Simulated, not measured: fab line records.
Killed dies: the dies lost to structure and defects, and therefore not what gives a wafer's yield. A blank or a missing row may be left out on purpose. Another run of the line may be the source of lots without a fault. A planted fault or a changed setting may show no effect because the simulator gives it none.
fab line records | flow sky130
[record] lots = 6 wafers = 18 lastDay = 50
route steps=708 shown RES_XHIGH@340 SD_N@342 SD_P@359 PAD_OPEN@708
lots untouched by any fault: they come from a run of this same line in which no faults occurred
startH: hours from the record's first day to the start of the lot's first wafer shown | waitH: time in hours since the lot's previous step | " as in the row above | L1.1+2: a row that stands for several wafers | - no value present, or no start provided | * or withheld: withheld | < > ~ a bound
route shown NAME@n: names a module that has steps shown in the file, with the first one's number in the route | usual: mean and standard deviation over wafers with no fault | same: alike in all rows | chamber/n: place in a boat | sites: readings site by site | _std_site: standard deviation of those values | _edge_site: inner sites' mean taken away from outer sites' mean | radiusMm: for every site, how far away it sits from the centre of the wafer | mask NAME#n: copy n | behind: the last tool/chamber to shape the wafer | hold: why the lot went on hold/how many hours it stayed there/how the hold came to an end | device: which transistor (n, p or np) failed to switch | end of line: the tests these same wafers got at the end of their route | for a step that has no rows: nothing shown but its recipe | killed: count of dies lost to structure and defects at first sort (not the wafer's yield) | map: a wafer's dies, marking killed ones x, the rest . and places with no die _
set.NAME: the run value of the setting; set.NAME@STEP: its run value at that earlier step | model.NAME: the simulator's own value behind a step, which no gauge read
lots at selected steps of the route; one table per step, one row per wafer
services: the hour from which a tool's chamber was out of use, counted from the record's first day as startH (under 0 if before that day), plus the number of hours and why
[[steps]]
[step SKY_RES_XHIGH_STRIP_08]
[recipe] chemistry = O2/N2 powerW = 1400 pressureMtorr = 1500 platenTempC = withheld o2FlowSccm = 3000 n2FlowSccm = 300 overashFraction = 0.5
[usual] drypumpMotorCurrentA = 5.7/0.56 oesProductAu = 0.711/0.0044 stripTimeToEndpointS = 14.26/0.048
// columns lot.wafer tool chamber startH waitH drypumpMotorCurrentA oesProductAu rfHoursCounterH stripTimeToEndpointS
L450.1 plasmaAsher-03 1 714.99 0.1 6.0 0.711 57 14.34
L450.2 " 0 " " 5.0 0.715 57 14.36
L450.5 " 1 " " 6.0 0.708 - 14.35
L455.2 plasmaAsher-03 0 750.67 0.1 5.0 0.715 61 14.24
L455.3 " 1 " " 6.0 0.716 - 14.29
L455.5 " 1 " " 6.0 0.711 - 14.28
L456.1 plasmaAsher-04 0 753.37 0.1 5.3 0.703 1 14.28
L456.2 " 1 " " 6.2 0.711 1 14.27
L456.3 " 1 " " 6.3 0.709 - 14.28
L458.1 plasmaAsher-04 1 769.89 0.1 6.3 0.710 2 14.28
L458.2 " 0 " " 5.4 0.710 2 14.30
L458.4 " 1 " " 6.3 0.712 - 14.30
L461.3 plasmaAsher-04 0 783.53 0.1 5.3 0.708 - 14.25
L461.5 " 1 " " 6.3 0.707 - 14.28
L461.6 " 0 " " 5.3 0.712 - 14.23
L462.1 plasmaAsher-04 1 797.19 0.1 6.3 0.713 5 14.21
L462.2 " 0 " " 5.3 0.713 5 14.24
L462.6 " 0 " " 5.3 0.718 - 14.25
[step SKY_RES_XHIGH_TW_MEAS_09]
[usual] RES_XHIGH_TW = 1643/16
// columns lot.wafer tool chamber startH waitH RES_XHIGH_TW
L450.1 filmMetro-02 - 715.09 0.1 1622
L450.2 " - " " 1614
L450.5 " - " " 1613
L455.2 filmMetro-04 - 750.78 0.1 1653
L455.3 " - " " 1659
L455.5 " - " " 1651
L456.1 filmMetro-02 - 753.47 0.1 1620
L456.2 " - " " 1624
L456.3 " - " " 1622
L458.1 filmMetro-01 - 769.99 0.1 1644
L458.2 " - " " 1641
L458.4 " - " " 1648
L461.3 filmMetro-04 - 783.61 0.1 1659
L461.5 " - " " 1659
L461.6 " - " " 1649
L462.1 filmMetro-04 - 797.29 0.1 1658
L462.2 " - " " 1654
L462.6 " - " " 1656
[step SKY_SD_N_DEHYDRATE_00]
[recipe] tempC = 200 timeS = 60
[step SKY_SD_N_HMDS_01]
[recipe] primeTimeS = 60 primeTempC = 120
[step SKY_SD_N_COAT_02]
[recipe] resist = NOVOLAK spinRpm = 3000 resistThkNm = 1140
[step SKY_SD_N_SOFTBAKE_03]
[recipe] tempC = 90 timeS = 60 resist = NOVOLAK
[step SKY_SD_N_EXPOSE_04]
[recipe] maskId = NSDM na = 0.6 sourceShape = conventional sigmaOuter = 0.6 polarization = unpolarized targetCdNm = 380 doseMj = 141
[step SKY_SD_N_PEB_05]
[recipe] tempC = withheld timeS = * resist = NOVOLAK
[step SKY_SD_N_DEVELOP_06]
[recipe] resist = NOVOLAK developer = TMAH developTimeS = 60 devTempC = 23
[step SKY_SD_N_CD_MEAS_07]
[recipe] targetCdNm = 380
[usual] cdNm = 379.6/2.4
// columns lot.wafer tool chamber startH waitH cdNm
L450.1 cdSem-02 - 741.22 0.1 376.6
L450.2 " - " " 376.1
L450.5 " - " " 379.1
L455.2 cdSem-02 - 777.51 0.1 380.4
L455.3 " - " " 378.2
L455.5 " - " " 378.8
L456.1 cdSem-02 - 779.66 0.2 382.7
L456.2 " - " " 382.2
L456.3 " - " " 383.6
L458.1 cdSem-01 - 795.74 0.1 380.1
L458.2 " - " " 379.2
L458.4 " - " " 380.2
L461.3 cdSem-02 - 810.18 0.1 379.2
L461.5 " - " " 381.3
L461.6 " - " " 381.5
L462.1 cdSem-01 - 822.49 0.1 381.1
L462.2 " - " " 378.6
L462.6 " - " " 378.3
[step SKY_SD_N_OVL_MEAS_08]
[usual] SD_N_OVL = 0.3/1.4
// columns lot.wafer tool chamber startH waitH SD_N_OVL[nm]
L450.1 overlay-02 - 741.34 0.1 2.6
L450.2 " - " " 1.5
L450.5 " - " " 0.2
L455.2 overlay-02 - 777.62 0.1 -0.5
L455.3 " - " " -1.9
L455.5 " - " " -3.3
L456.1 overlay-02 - 779.78 0.1 0.3
L456.2 " - " " -1.8
L456.3 " - " " -0.7
L458.1 overlay-02 - 795.86 0.1 1.8
L458.2 " - " " 1.6
L458.4 " - " " 0.5
L461.3 overlay-02 - 810.27 0.1 -1.6
L461.5 " - " " -1.4
L461.6 " - " " -1.0
L462.1 overlay-01 - 822.61 0.1 0.3
L462.2 " - " " -2.9
L462.6 " - " " -0.8
[step SKY_SD_N_IMPLANT_09]
[recipe] species = As energyKev = 50 doseCm2 = 4e+15 tiltDeg = 0
[step SKY_SD_N_IMPLANT_10]
[recipe] species = P energyKev = 20 doseCm2 = 1e+14 tiltDeg = 0
[usual] doseIonsCm2 = 1.0003e+14/1.1e+11 faradayCurrentUA = 547/24
// columns lot.wafer tool chamber startH waitH doseIonsCm2 faradayCurrentUA
L450.1 implanter-03 0 741.52 0.1 1.0008e+14 579
L450.2 " 0 " " 9.984e+13 574
L450.5 " 0 " " 1.0007e+14 576
L455.2 implanter-03 0 777.82 0.1 3.885e+13 224
L455.3 " 0 " " 3.849e+13 221
L455.5 " 0 " " 3.86e+13 213
L456.1 implanter-03 0 779.96 0.1 3.859e+13 230
L456.2 " 0 " " 3.874e+13 212
L456.3 " 0 " " 3.857e+13 219
L458.1 implanter-02 0 796.05 0.1 1e+14 539
L458.2 " 0 " " 9.974e+13 517
L458.4 " 0 " " 9.992e+13 525
L461.3 implanter-04 0 810.50 0.1 1.0004e+14 567
L461.5 " 0 " " 1.0001e+14 560
L461.6 " 0 " " 1e+14 548
L462.1 implanter-02 0 822.80 0.1 1.001e+14 516
L462.2 " 0 " " 1.0006e+14 529
L462.6 " 0 " " 1.0003e+14 495
[step SKY_SD_N_STRIP_11]
[recipe] chemistry = O2/N2 powerW = 1400 pressureMtorr = 1500 platenTempC = withheld o2FlowSccm = 3000 n2FlowSccm = 300 overashFraction = 0.5
[usual] drypumpMotorCurrentA = 5.8/0.58 oesProductAu = 0.527/0.0043 stripTimeToEndpointS = 22.54/0.047
// columns lot.wafer tool chamber startH waitH drypumpMotorCurrentA oesProductAu rfHoursCounterH stripTimeToEndpointS
L450.1 plasmaAsher-03 0 741.67 0.1 5.0 0.535 59 22.64
L450.2 " 1 " " 5.9 0.522 59 22.62
L450.5 " 1 " " 5.9 0.530 - 22.61
L455.2 plasmaAsher-03 1 777.95 0.1 6.0 0.528 64 22.60
L455.3 " 1 " " 6.0 0.526 - 22.60
L455.5 " 1 " " 6.0 0.528 - 22.61
L456.1 plasmaAsher-02 0 780.11 0.1 5.3 0.527 99 22.45
L456.2 " 1 " " 6.6 0.531 99 22.46
L456.3 " 0 " " 5.3 0.526 - 22.48
L458.1 plasmaAsher-03 0 796.20 0.1 5.0 0.528 65 22.54
L458.2 " 1 " " 6.0 0.534 65 22.57
L458.4 " 1 " " 6.0 0.528 - 22.58
L461.3 plasmaAsher-02 1 810.63 0.1 6.6 0.526 - 22.56
L461.5 " 1 " " 6.6 0.534 - 22.57
L461.6 " 0 " " 5.3 0.525 - 22.57
L462.1 plasmaAsher-03 1 822.95 0.1 6.0 0.528 68 22.63
L462.2 " 0 " " 5.0 0.530 68 22.60
L462.6 " 0 " " 4.9 0.530 - 22.62
[step SKY_SD_N_TW_MEAS_12]
[usual] SD_N_TW = 3976/46
// columns lot.wafer tool chamber startH waitH SD_N_TW
L450.1 filmMetro-01 - 741.77 0.1 3991
L450.2 " - " " 4003
L450.5 " - " " 4013
L455.2 filmMetro-01 - 778.13 0.1 3994
L455.3 " - " " 3989
L455.5 " - " " 4012
L456.1 filmMetro-04 - 780.21 0.1 4022
L456.2 " - " " 4032
L456.3 " - " " 4019
L458.1 filmMetro-02 - 796.30 0.1 3906
L458.2 " - " " 3888
L458.4 " - " " 3904
L461.3 filmMetro-02 - 810.72 0.1 3919
L461.5 " - " " 3928
L461.6 " - " " 3927
L462.1 filmMetro-02 - 823.05 0.1 3955
L462.2 " - " " 3929
L462.6 " - " " 3939
[step SKY_SD_N_CLEAN_13]
[recipe] chemistry = SC1/SC2 mix = 1:4:20 tempC = 70 timeS = 150 dry = n2Spin
[step SKY_SD_N_RTA_14]
[recipe] tempC = 1075 timeS = 2 idleTempC = 650 rampUpCPerS = 150 rampDownCPerS = 90 ambient = N2
[usual] lampPowerPct = 15.73/0.056 wafer_temp_C_max = 1078.1/1.4
// columns lot.wafer tool chamber startH waitH lampPowerPct wafer_temp_C_max
L450.1 rtpAnneal-01 0 741.88 0.0 15.74 1078.5
L450.2 " 0 " " 15.69 1076.6
L450.5 " 0 " " 15.75 1079.6
L455.2 rtpAnneal-02 0 778.24 0.0 15.72 1079.6
L455.3 " 0 " " 15.65 1076.4
L455.5 " 0 " " 15.67 1077.2
L456.1 rtpAnneal-01 0 780.32 0.0 15.70 1075.5
L456.2 " 0 " " 15.73 1078.7
L456.3 " 0 " " 15.80 1079.6
L458.1 rtpAnneal-01 0 796.41 0.0 15.72 1078.8
L458.2 " 0 " " 15.71 1079.9
L458.4 " 0 " " 15.72 1076.6
L461.3 rtpAnneal-02 0 810.83 0.0 15.72 1080.5
L461.5 " 0 " " 15.68 1078.6
L461.6 " 0 " " 15.77 1079.5
L462.1 rtpAnneal-01 0 823.16 0.0 15.68 1077.1
L462.2 " 0 " " 15.76 1077.8
L462.6 " 0 " " 15.72 1078.2
[step SKY_SD_N_RS_MEAS_16]
[recipe] thkMeasGauge = four-point-probe
[usual] SD_N_RS = 68.51/0.11
// columns lot.wafer tool chamber startH waitH hold SD_N_RS[ohm/sq]
L450.1 filmMetro-02 - 742.06 0.1 - 68.52
L450.2 " - " " - 68.40
L450.5 " - " " - 68.60
L455.2 filmMetro-04 - 778.42 0.1 awaitDispo/0.2h/release 70.00
L455.3 " - " " awaitDispo/0.2h/release 69.99
L455.5 " - " " awaitDispo/0.2h/release 69.95
L455.2 filmMetro-04 - 778.78 0.3 - 70.25
L455.3 " - " " - 70.08
L455.5 " - " " - 70.15
L456.1 filmMetro-02 - 780.57 0.1 awaitDispo/0.2h/release 69.85
L456.2 " - " " awaitDispo/0.2h/release 70.10
L456.3 " - " " awaitDispo/0.2h/release 70.05
L456.1 filmMetro-02 - 780.93 0.3 - 69.96
L456.2 " - " " - 70.08
L456.3 " - " " - 69.79
L458.1 filmMetro-04 - 796.58 0.1 - 68.51
L458.2 " - " " - 68.52
L458.4 " - " " - 68.43
L461.3 filmMetro-01 - 811.02 0.1 - 68.50
L461.5 " - " " - 68.46
L461.6 " - " " - 68.34
L462.1 filmMetro-01 - 823.33 0.1 - 68.56
L462.2 " - " " - 68.61
L462.6 " - " " - 68.34
[step SKY_SD_N_RS_MEAS_17]
[recipe] thkMeasGauge = four-point-probe
[usual] SD_P_RS = 147.0/0.4
// columns lot.wafer tool chamber startH waitH hold SD_P_RS[ohm/sq]
L450.1 filmMetro-02 - 742.18 0.1 - 146.9
L450.2 " - " " - 147.4
L450.5 " - " " - 147.2
L455.2 filmMetro-04 - 782.06 3.3 awaitDispo/3.2h/release 147.4
L455.3 " - " " awaitDispo/3.2h/release 147.4
L455.5 " - " " awaitDispo/3.2h/release 147.3
L456.1 filmMetro-02 - 785.87 4.9 awaitDispo/4.8h/release 146.9
L456.2 " - " " awaitDispo/4.8h/release 147.7
L456.3 " - " " awaitDispo/4.8h/release 146.9
L458.1 filmMetro-04 - 796.70 0.1 - 146.9
L458.2 " - " " - 146.7
L458.4 " - " " - 146.6
L461.3 filmMetro-01 - 811.14 0.1 - 147.2
L461.5 " - " " - 147.2
L461.6 " - " " - 147.6
L462.1 filmMetro-01 - 823.45 0.1 - 147.1
L462.2 " - " " - 146.9
L462.6 " - " " - 146.5
[step SKY_PAD_OPEN_PROBE_99]
[usual] killed_at_M0_to_M3 = 43/6.8 killed_at_M4_up = 2.9/1.7 killedAtContacts = 24/5.4 killedAtFrontEnd = 15/4.8 killedAtOther = 0.3/0.57 killedDies = 85/9.4 killedOpen = 47/7.5 killedShort = 38/5.7
[same] grossDies = 492 killedAtBackSide = 0
// columns lot.wafer tool chamber startH waitH killed_at_M0_to_M3 killed_at_M4_up killedAtContacts killedAtFrontEnd killedAtOther killedDies killedOpen killedShort model.etest.resNdiff.rsOhmSq
L450.1 prober-02 - 1141.59 0.1 41 3 16 15 0 75 44 31 116.6
L450.2 prober-02 - 1141.64 0.1 34 2 29 16 0 81 44 37 116.9
L450.5 prober-02 - 1141.79 0.2 42 1 33 14 0 90 63 27 117
L456.1 prober-01 - 1169.18 0.1 52 4 24 7 0 87 48 39 120.2
L456.2 prober-01 - 1169.23 0.1 44 3 18 5 0 70 35 35 121.5
L456.3 prober-01 - 1169.28 0.2 40 3 31 17 0 91 60 31 121.2
L455.2 prober-02 - 1169.32 0.1 40 2 20 14 0 76 46 30 122.8
L455.3 prober-02 - 1169.37 0.2 44 2 25 16 0 87 43 44 123
L455.5 prober-02 - 1169.47 0.2 31 2 26 18 0 77 37 40 122.7
L458.1 prober-02 - 1173.22 0.1 47 2 15 11 0 75 41 34 123
L458.2 prober-02 - 1173.27 0.1 49 6 29 12 0 96 53 43 122.6
L458.4 prober-02 - 1173.37 0.2 44 1 21 8 0 74 37 37 122.1
L461.3 prober-01 - 1184.68 0.2 41 4 21 18 0 84 47 37 120.2
L461.5 prober-01 - 1184.78 0.2 46 5 22 24 2 99 56 43 121.3
L461.6 prober-01 - 1184.83 0.2 43 3 24 20 0 90 56 34 120.8
L462.1 prober-02 - 1188.28 0.1 41 3 30 6 0 80 47 33 119.3
L462.2 prober-02 - 1188.33 0.1 44 0 19 13 1 77 42 35 118.8
L462.6 prober-02 - 1188.53 0.2 38 7 21 13 0 79 47 32 120
// killed by level:class
L450.1 CONTACT:geometricParticle:open=10 VIA1:geometricParticle:open=9 VIA3:geometricParticle:open=6 VIA3:geometricParticle:short=5 FIELD_ISO:geometricParticle:open=4 METAL1:geometricParticle:short=4 VIA2:geometricParticle:short=4 VIA2:geometricParticle:open=4
L450.2 VIA1:geometricParticle:open=15 CONTACT:geometricParticle:short=9 CONTACT:geometricParticle:open=8 FIELD_ISO:geometricParticle:short=5 POLY_GATE:geometricParticle:short=5 LI_CONTACT:geometricParticle:open=5 LOCAL_INTERCONNECT:geometricParticle:short=5 VIA3:geometricParticle:open=5
L450.5 LI_CONTACT:geometricParticle:open=14 VIA1:geometricParticle:open=11 CONTACT:geometricParticle:open=10 VIA3:geometricParticle:open=10 CONTACT:geometricParticle:short=7 FIELD_ISO:geometricParticle:open=6 VIA2:geometricParticle:open=5 VIA1:geometricParticle:short=4
L456.1 VIA1:geometricParticle:open=11 CONTACT:geometricParticle:open=11 VIA3:geometricParticle:open=9 VIA2:geometricParticle:open=7 METAL1:geometricParticle:short=5 METAL2:geometricParticle:short=5 VIA1:geometricParticle:short=4 LI_CONTACT:geometricParticle:open=4
L456.2 VIA1:geometricParticle:open=12 CONTACT:geometricParticle:open=8 VIA2:geometricParticle:open=8 VIA1:geometricParticle:short=7 CONTACT:geometricParticle:short=5 VIA3:geometricParticle:short=5 FIELD_ISO:geometricParticle:short=4 VIA3:geometricParticle:open=3
L456.3 CONTACT:geometricParticle:open=14 VIA2:geometricParticle:open=13 LI_CONTACT:geometricParticle:open=9 POLY_GATE:geometricParticle:open=7 LI_CONTACT:geometricParticle:short=5 VIA3:geometricParticle:open=5 POLY_GATE:geometricParticle:short=4 METAL2:geometricParticle:short=4
L455.2 VIA1:geometricParticle:open=10 CONTACT:geometricParticle:open=9 LI_CONTACT:geometricParticle:open=7 VIA3:geometricParticle:open=6 FIELD_ISO:geometricParticle:open=5 METAL2:geometricParticle:short=5 FIELD_ISO:geometricParticle:short=4 METAL1:geometricParticle:short=4
L455.3 CONTACT:geometricParticle:open=9 VIA1:geometricParticle:open=8 LI_CONTACT:geometricParticle:open=7 VIA3:geometricParticle:open=6 POLY_GATE:geometricParticle:open=5 CONTACT:geometricParticle:short=5 METAL1:geometricParticle:short=5 METAL2:geometricParticle:short=5
L455.5 CONTACT:geometricParticle:open=13 CONTACT:geometricParticle:short=7 VIA1:geometricParticle:open=7 POLY_GATE:geometricParticle:short=5 LI_CONTACT:geometricParticle:open=5 METAL1:geometricParticle:short=5 VIA1:geometricParticle:short=5 VIA3:geometricParticle:short=4
L458.1 VIA1:geometricParticle:open=17 METAL1:geometricParticle:short=7 LI_CONTACT:geometricParticle:open=6 METAL2:geometricParticle:short=6 VIA2:geometricParticle:open=6 POLY_GATE:geometricParticle:short=5 VIA1:geometricParticle:short=5 CONTACT:geometricParticle:open=4
L458.2 VIA1:geometricParticle:open=13 CONTACT:geometricParticle:open=10 METAL1:geometricParticle:short=10 VIA3:geometricParticle:open=8 VIA2:geometricParticle:open=7 CONTACT:geometricParticle:short=6 LI_CONTACT:geometricParticle:open=5 METAL4:geometricParticle:short=5
L458.4 VIA1:geometricParticle:open=11 CONTACT:geometricParticle:open=7 LI_CONTACT:geometricParticle:open=6 METAL2:geometricParticle:short=6 VIA2:geometricParticle:open=6 VIA2:geometricParticle:short=5 POLY_GATE:geometricParticle:short=4 VIA3:geometricParticle:open=4
L461.3 VIA1:geometricParticle:open=11 FIELD_ISO:geometricParticle:open=8 CONTACT:geometricParticle:open=8 VIA2:geometricParticle:open=7 FIELD_ISO:geometricParticle:short=6 METAL2:geometricParticle:short=6 LI_CONTACT:geometricParticle:open=5 METAL1:geometricParticle:short=5
L461.5 VIA3:geometricParticle:open=9 VIA1:geometricParticle:open=9 METAL2:geometricParticle:short=7 CONTACT:geometricParticle:open=7 LI_CONTACT:geometricParticle:open=6 FIELD_ISO:geometricParticle:short=5 CONTACT:geometricParticle:short=5 METAL1:geometricParticle:short=5
L461.6 VIA1:geometricParticle:open=10 LI_CONTACT:geometricParticle:open=9 FIELD_ISO:geometricParticle:open=8 CONTACT:geometricParticle:open=7 VIA3:geometricParticle:open=7 METAL2:geometricParticle:short=6 FIELD_ISO:geometricParticle:short=5 VIA1:geometricParticle:short=5
L462.1 CONTACT:geometricParticle:open=11 LI_CONTACT:geometricParticle:open=10 VIA1:geometricParticle:open=9 VIA3:geometricParticle:short=6 VIA2:geometricParticle:open=6 LOCAL_INTERCONNECT:geometricParticle:short=4 METAL2:geometricParticle:short=4 VIA3:geometricParticle:open=4
L462.2 VIA1:geometricParticle:open=9 LI_CONTACT:geometricParticle:open=7 CONTACT:geometricParticle:open=6 METAL1:geometricParticle:short=6 VIA3:geometricParticle:open=6 METAL2:geometricParticle:short=6 FIELD_ISO:geometricParticle:open=5 VIA2:geometricParticle:short=5
L462.6 CONTACT:geometricParticle:open=10 VIA1:geometricParticle:open=8 VIA2:geometricParticle:open=7 VIA3:geometricParticle:open=6 METAL4:geometricParticle:short=6 LI_CONTACT:geometricParticle:open=5 METAL1:geometricParticle:short=4 VIA1:geometricParticle:short=4
[[services]]
// columns tool chamber startH hours kind
implanter-02 - 706.44 3.7 pm
implanter-02 - 724.78 1.2 repair
plasmaAsher-04 - 733.75 9.0 pm
plasmaAsher-04 0 733.75 9.0 ventCycle
plasmaAsher-04 1 733.75 9.0 ventCycle
plasmaAsher-04 0 742.75 - clean
plasmaAsher-04 1 742.75 - clean
plasmaAsher-04 - 758.09 2.7 repair
implanter-04 - 791.63 4.9 repair
[[key]]
[firstSign] step = SKY_SD_N_IMPLANT_10 reading = doseIonsCm2 direction = down sigmas = 99+ usual = * struck = *
[effect] step = SKY_SD_N_IMPLANT_10 reading = faradayCurrentUA direction = down sigmas = 13 usual = 547 struck = 220
[effect] step = SKY_SD_N_RS_MEAS_16 reading = visit direction = added through = controlLoop
[effect] step = SKY_SD_N_RS_MEAS_16 reading = SD_N_RS direction = up sigmas = 14 usual = 68.51 struck = 69.99 through = controlLoop
[modelEffect] step = SKY_PAD_OPEN_PROBE_99 value = etest.resNdiff.rsOhmSq without = 119.9 struck = 121.9
metAt SKY_SD_N_IMPLANT_10
struckWafers L455.2,L455.3,L455.5,L456.1,L456.2,L456.3
testerLeftOut L455,L456
[loopTrim] step = SKY_SD_N_EXPOSE_04 setting = dose lots = L455,L456
onsetBetween 741.52 777.82
[fault] kind = processParameterDrift tool = implanter-03 chamber = - onsetH = 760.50 steps = SKY_SD_N_IMPLANT_10 channel = doseCm2 offset = * shape = step endH = 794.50 actsIn = * stated = *
// testerLeftOut: of these lots the tester's yield and bins aren't shown, on N5 and GAA mostly nor the transistor test; their killed dies are dies lost to structure and defects alone, not to doping, threshold or leakage, so they don't give the yield
// loopTrim: a control loop set the setting to another value than it would have without faults
